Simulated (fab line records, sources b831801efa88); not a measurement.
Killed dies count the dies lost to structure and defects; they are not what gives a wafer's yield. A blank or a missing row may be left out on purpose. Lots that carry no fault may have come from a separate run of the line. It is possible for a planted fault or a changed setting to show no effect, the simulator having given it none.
Comparing a struck lot with a sound one | flow gf180mcu | 37 out of 602 route steps
Sound: the wafers L312.1, L312.2, L312.4. Struck: wafer L324.4. (L324.2, L324.5 of the same lot were not struck and are left out.) The cause comes at the end.
Order at every step that has rows: each side's tool, ch and its chambers, its first start. Under that, the readings that differ: sound wafers | struck wafers | difference of the means | sigmas: that difference in standard deviations of wafers without a fault.
alike: same words and numbers on both sides, and readings whose means sit less than 2 such deviations apart. not compared: any withheld reading, any reading some wafer has no value for, any bound like >300 that may hide the same value, and any number with overlapping values for which the record gives no deviation.
The two part at a step that has a row with sigmas, a row that says differs or no value, or rows on one side only. Numbers that don't overlap but have no deviation are shown without sigmas and don't part them. A reading that every wafer of one side lacks parts them only if that side has two wafers or more.

first, 2 steps without rows for these wafers: GF_M1_PEB_12 (peb time 90 s); GF_M1_DEVELOP_13 (develop time 60 s).
GF_M1_CD_MEAS_14 targets a cd of 230 nm.
  sound on cd_sem-01, day 19 02:23; struck on cd_sem-02, day 23 11:39
  reading    | sound             | struck | difference | sigmas
  cd_nm (nm) | 232.9 233.4 231.9 | 229.1  | -3.6       | -3
GF_M1_OVL_MEAS_15:
  sound on overlay-01, day 19 02:30; struck on overlay-02, day 23 11:46
  alike: M1_OVL
GF_M1_METAL_ETCH_16: etches the open film in Cl2/BCl3, stops on SiO2, target depth 627.5 nm, time 104.6 s.
  sound on rie_metal-04 ch 0,1, day 19 02:32; struck on rie_metal-01 ch 0, day 23 11:47
  alike: drypump_motor_current_A, oes_product_au, throttle_valve_pct
  not compared: rf_hours_counter_h
then, 4 steps without rows for these wafers: GF_M1_STRIP_17 (strips in O2/N2); GF_M1_STRIP_18 (strips in post etch residue remover, time 1200 s); GF_M1_CLEAN_19 (cleans in DIW); GF_V1_CVD_00 (deposits SiO2, target thk 600 nm, time 100 s).
GF_V1_THK_MEAS_01:
  sound on film_metro-04, day 19 03:16; struck on film_metro-03, day 23 12:31
  reading            | sound       | struck | difference | sigmas
  V1_CVD_00_THK (nm) | 602 603 606 | 589    | -15        | -2
then, 1 step without rows for these wafers: GF_V1_CVD_02 (deposits SiO2 from TEOS, target thk 850 nm, time 94.851 s).
GF_V1_THK_MEAS_03:
  sound on film_metro-03, day 19 03:23; struck on film_metro-01, day 23 12:38
  alike: V1_CVD_02_THK
GF_V1_CMP_04: polishes SiO2.
  sound on cmp-02 ch 1,2,3, day 19 03:27; struck on cmp-01 ch 0, day 23 12:47
  reading                             | sound             | struck | difference | sigmas
  time_to_endpoint_s (s)              | 79 78 79          | 112    | +33        | +7
  model.SiO2_of_V1_CVD_02.thk_nm (nm) | 630.4 633.1 631.3 | 714.8  | +83.2      |
  alike: motor_current_A, platen_rpm, slurry_flow_ml_min
GF_V1_BOW_MEAS_05:
  sound on film_metro-03, day 19 03:45; struck on film_metro-03, day 23 13:01
  alike: V1_BOW
then, 8 steps without rows for these wafers: GF_V1_DEHYDRATE_06 (time 60 s); GF_V1_HMDS_07 (prime time 60 s); GF_V1_COAT_08; GF_V1_COAT_09 (resist thk 1000 nm); GF_V1_SOFTBAKE_10 (time 60 s); GF_V1_EXPOSE_11 (exposes mask Via1, target cd 260 nm); GF_V1_PEB_12 (peb time 90 s); GF_V1_DEVELOP_13 (develop time 60 s).
GF_V1_CD_MEAS_14 targets a cd of 260 nm.
  sound on cd_sem-01, day 20 04:44; struck on cd_sem-01, day 24 12:12
  alike: cd_nm
GF_V1_OVL_MEAS_15:
  sound on overlay-01, day 20 04:51; struck on overlay-01, day 24 12:18
  alike: V1_OVL
GF_V1_ETCH_16: etches BARC in N2/H2.
  sound on rie_diel-02 ch 0,1,3, day 20 04:53; struck on rie_diel-03 ch 1, day 24 12:20
  alike: drypump_motor_current_A, h2_flow_sccm, oes_product_au, throttle_valve_pct
GF_V1_ETCH_17: etches SiO2 in C4F8/O2/Ar, stops on TiN, target depth 630 nm.
  sound: rie_diel-02 ch 0,1,3; struck: rie_diel-03 ch 1
  reading                        | sound             | struck | difference | sigmas
  oes_product_au (a.u.)          | 0.843 0.859 0.849 | 0.912  | +0.062     | +14
  model.V1.feature_depth_nm (nm) | 630.4 633.1 631.3 | 714.8  | +83.2      |
  model.etch.depth_nm (nm)       | 630.4 633.1 631.3 | 714.8  | +83.2      |
then, 4 steps without rows for these wafers: GF_V1_STRIP_18 (strips in O2/N2); GF_V1_STRIP_19 (strips in post etch residue remover, time 1200 s); GF_V1_CLEAN_20 (cleans in DIW); GF_V1_SPUTTER_21 (material Ti, target thk 15 nm, time 80.02 s).
GF_V1_SPUTTER_22: material TiN, target thk 10 nm, time 40 s.
  sound on pvd_sputter-02, day 20 05:38; struck on pvd_sputter-02, day 24 13:04
  alike: throttle_valve_pct
GF_V1_CVD_23: deposits W, target thk 350 nm, time 105.05 s.
  sound on cvd_w-01 ch 0,1, day 20 05:41; struck on cvd_w-02 ch 1, day 24 13:06
  alike: heater_power_w
GF_V1_RS_MEAS_24: measures by four-point-probe.
  sound on film_metro-03, day 20 05:47; struck on film_metro-03, day 24 13:14
  alike: V1_W_RS
GF_V1_THK_MEAS_25: measures by xrf.
  sound on film_metro-03, day 20 05:55; struck on film_metro-03, day 24 13:20
  alike: V1_W_THK
GF_V1_CMP_26: polishes, stops on SiO2, t overpolish 15 s, target thk 0 nm.
  sound on cmp-02 ch 0,2,3, day 20 06:01; struck on cmp-01 ch 1, day 24 13:23
  reading                             | sound             | struck | difference | sigmas
  model.SiO2_of_V1_CVD_02.thk_nm (nm) | 626.6 629.3 627.5 | 711    | +83        |
  alike: motor_current_A, platen_rpm, slurry_flow_ml_min
GF_M2_SPUTTER_00: material Ti, target thk 37.5 nm, time 150 s.
  sound on pvd_sputter-01, day 20 06:16; struck on pvd_sputter-01, day 24 13:41
  alike: substrate_temp_c, throttle_valve_pct
following that, these wafers have no rows for 1 step: GF_PASSIVATION_PROBE_99.

== WHERE THEY PART ==
Last at GF_V1_ETCH_17 as far as this record goes, first at GF_M1_CD_MEAS_14. Later steps at which nothing parts them and some readings are alike: GF_V1_SPUTTER_22, GF_V1_CVD_23, GF_V1_RS_MEAS_24, GF_V1_THK_MEAS_25, GF_V1_CMP_26, GF_M2_SPUTTER_00.

WHY: what the simulator had put in
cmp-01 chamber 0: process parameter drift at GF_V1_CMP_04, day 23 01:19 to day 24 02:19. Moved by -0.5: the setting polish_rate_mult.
